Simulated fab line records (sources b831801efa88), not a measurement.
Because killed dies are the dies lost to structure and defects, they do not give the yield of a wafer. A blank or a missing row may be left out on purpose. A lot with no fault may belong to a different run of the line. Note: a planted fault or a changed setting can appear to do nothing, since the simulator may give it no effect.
Which tool was responsible? | flow gf180mcu | 7 lots with 21 wafers sampled at 2 steps, on a route of 602 steps

WHAT EACH GAUGE READ, for each wafer
GF_STI_THK_MEAS_02.
lot  | measured    | on            | STI_OXIDATION_THK (nm)
L648 | day 1 16:32 | film_metro-04 | 9.98 10.18 10.11
L650 | day 2 03:39 | film_metro-04 | 10.14 10.12 10.11
L652 | day 2 13:08 | film_metro-01 | 9.89 9.66 9.85
L654 | day 2 23:19 | film_metro-01 | 10.24 10.26 10.05
L657 | day 3 15:14 | film_metro-04 | 13.49 13.78 13.61
L668 | day 5 20:31 | film_metro-02 | 9.87 9.84 9.89
L670 | day 6 06:31 | film_metro-02 | 9.96 10.15 9.67

WHAT TOOL EACH LOT RAN ON (gives the tool, then ch and the chambers of the sampled wafers, and finally the start)
lot  | GF_STI_OXIDATION_01
L648 | furnace-01 ch 0, day 1 15:07
L650 | furnace-02 ch 0, day 2 02:14
L652 | furnace-01 ch 0, day 2 11:45
L654 | furnace-01 ch 0, day 2 21:55
L657 | furnace-02 ch 0, day 3 13:50
L668 | furnace-01 ch 0, day 5 19:07
L670 | furnace-01 ch 0, day 6 05:07
- GF_STI_OXIDATION_01: stabilise 600 s, purge 300 s, target thk 10 nm.

THE ANSWER, worked out from the rows above alone
Rule: the lots themselves supply what counts as usual. The widest of any qualifying gaps counts: lots, ordered by their means at a reading, are off when they make up no more than a third of the lots, leave a main group of 4 or more, and stand apart from it by 3 or more times the standard deviation of that group's means. The tables above print the reading to a certain number of digits; a main group whose means all agree to those digits is not used. Also off: a lot with no number at a reading for which 4 or more lots have one. The other lots that the step has rows for count as sound.
Off: L657, seen at GF_STI_THK_MEAS_02 (STI_OXIDATION_THK). The main group: mean 10.00 nm, standard deviation 0.14.
A tool fits if, at a process step before that reading, it ran every lot that is off, and no sound lot after the first of them. Those tools and the gauges at GF_STI_THK_MEAS_02 are tried in the same way. 2 tools fit, furnace-02 at GF_STI_OXIDATION_01 and film_metro-04 at GF_STI_THK_MEAS_02, so this cannot tell which one it is.

WHAT THE SIMULATOR PUT IN
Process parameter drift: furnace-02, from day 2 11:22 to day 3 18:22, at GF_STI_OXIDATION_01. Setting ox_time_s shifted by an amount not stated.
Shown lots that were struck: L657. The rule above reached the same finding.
